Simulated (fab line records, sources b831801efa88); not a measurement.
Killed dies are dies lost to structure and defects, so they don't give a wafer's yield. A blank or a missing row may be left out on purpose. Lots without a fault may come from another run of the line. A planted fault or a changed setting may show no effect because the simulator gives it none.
Problem report in the 8D (eight disciplines) form, filled by code | flow sky130 | the parts of the form that need people (team, actions taken, sign-off) are left out

1. THE PROBLEM
oes_product_au at SKY_VIA1_ETCH_15 reads a mean of 0.375 a.u. on 9 wafers of 3 lots; wafers without a fault read 0.979 a.u. with a standard deviation of 0.0071. That is -85 standard deviations from the usual mean.
The step: etches SiO2 in C4F8/O2/Ar, stops on TiN, target depth 351 nm, time 54 s.
First seen on wafer L319.2, day 39 22:43, on rie_diel-04. The record holds 36 wafers of 12 lots with a number at this step. Rule for "out", or "out of limits": more than 4 standard deviations from the usual mean. The other wafers with a number count as sound.

2. WHAT IT IS AND WHAT IT IS NOT
question                    | is                       | is not
which readings at this step | oes_product_au           | rf_fwd_power_W
which lots                  | L319, L320, L321         | L302, L308, L309, L310, L311, L312, L314, L316, L318
which wafers of those lots  | all that have a number   | -
read on which tools         | rie_diel-01, rie_diel-04 | rie_diel-02
when                        | from day 39 22:43        | up to then (27 sound wafers)

3. SUSPECTS, AND WHAT RULES EACH OUT
Counting: a tool at a process step up to the reading stays a suspect if it ran every lot that is out and no sound lot after the first of them.
- hdpcvd-02 at SKY_VIA1_HDPCVD_00 (deposits SiO2, target thk 1030 nm, time 171.7 s): kept. It ran every lot that is out, first L319 (day 38 21:12), and no sound lot after that; its last sound lot up to then is L318 (day 38 15:10).
Left after counting: hdpcvd-02 at SKY_VIA1_HDPCVD_00.

4. THE CAUSE (what the simulator had put in)
Skipped step whole: hdpcvd-02, from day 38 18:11 on, at SKY_VIA1_HDPCVD_00. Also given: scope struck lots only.
Counting left only this tool.

5. THE CHAIN OF EFFECTS, in route order
Each row: a reading whose mean over the struck wafers that have a number lies more than 3 standard deviations from the usual. Only readings for which the record gives a usual standard deviation are gone through. hours: the time from each lot's start at the first step in this table that gives one to its start at this step, as a median over the lots. sigmas: the change in usual standard deviations.
hours | step                  | reading              | usual      | on struck wafers | change | sigmas
0     | SKY_VIA1_ETCH_15      | oes_product_au       | 0.979 a.u. | 0.375            | -0.604 | -85
244   | SKY_PAD_OPEN_PROBE_99 | defect_limited_yield | 82.9 %     | 0.0              | -82.9  | -38
244   | SKY_PAD_OPEN_PROBE_99 | killed_at_M0_to_M3   | 42         | 481              | +439   | +63
244   | SKY_PAD_OPEN_PROBE_99 | killed_at_contacts   | 24         | 6                | -18    | -3.2
244   | SKY_PAD_OPEN_PROBE_99 | killed_dies          | 84         | 492              | +408   | +37
244   | SKY_PAD_OPEN_PROBE_99 | killed_on_rim        | 17         | 96               | +79    | +19
244   | SKY_PAD_OPEN_PROBE_99 | killed_open          | 46         | 9                | -37    | -4.7
244   | SKY_PAD_OPEN_PROBE_99 | killed_short         | 38         | 7                | -31    | -4.9
244   | SKY_PAD_OPEN_PROBE_99 | sort_bin_3_pad_short | 0.8 %      | 24.5             | +23.7  | +55
244   | SKY_PAD_OPEN_PROBE_99 | sort_bin_5_function  | 10.2 %     | 72.1             | +61.9  | +39
244   | SKY_PAD_OPEN_PROBE_99 | sort_n_pass          | 408        | 0                | -408   | -37
244   | SKY_PAD_OPEN_PROBE_99 | sort_yield_pct       | 82.9 %     | 0.0              | -82.9  | -38
The process steps in it:
- SKY_VIA1_ETCH_15: etches SiO2 in C4F8/O2/Ar, stops on TiN, target depth 351 nm, time 54 s.
- SKY_PAD_OPEN_PROBE_99
Readings that are blank on the struck wafers while sound wafers have them: pressure_mtorr at SKY_VIA1_HDPCVD_00; run_length_s at SKY_VIA1_HDPCVD_00.

6. WHAT WOULD HAVE CAUGHT IT SOONER
In this record the first reading out of limits was taken at day 39 22:43, 29 hours after the fault began at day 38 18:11.
At SKY_VIA1_HDPCVD_00 the tool's readings are blank on the struck wafers, where sound wafers have them: an empty tool record is the first sign, and it was there at once.
All the lots that are out (3) had begun SKY_VIA1_HDPCVD_00 on hdpcvd-02 by day 39 22:43. A hold on the tool at that time would have spared none of them.
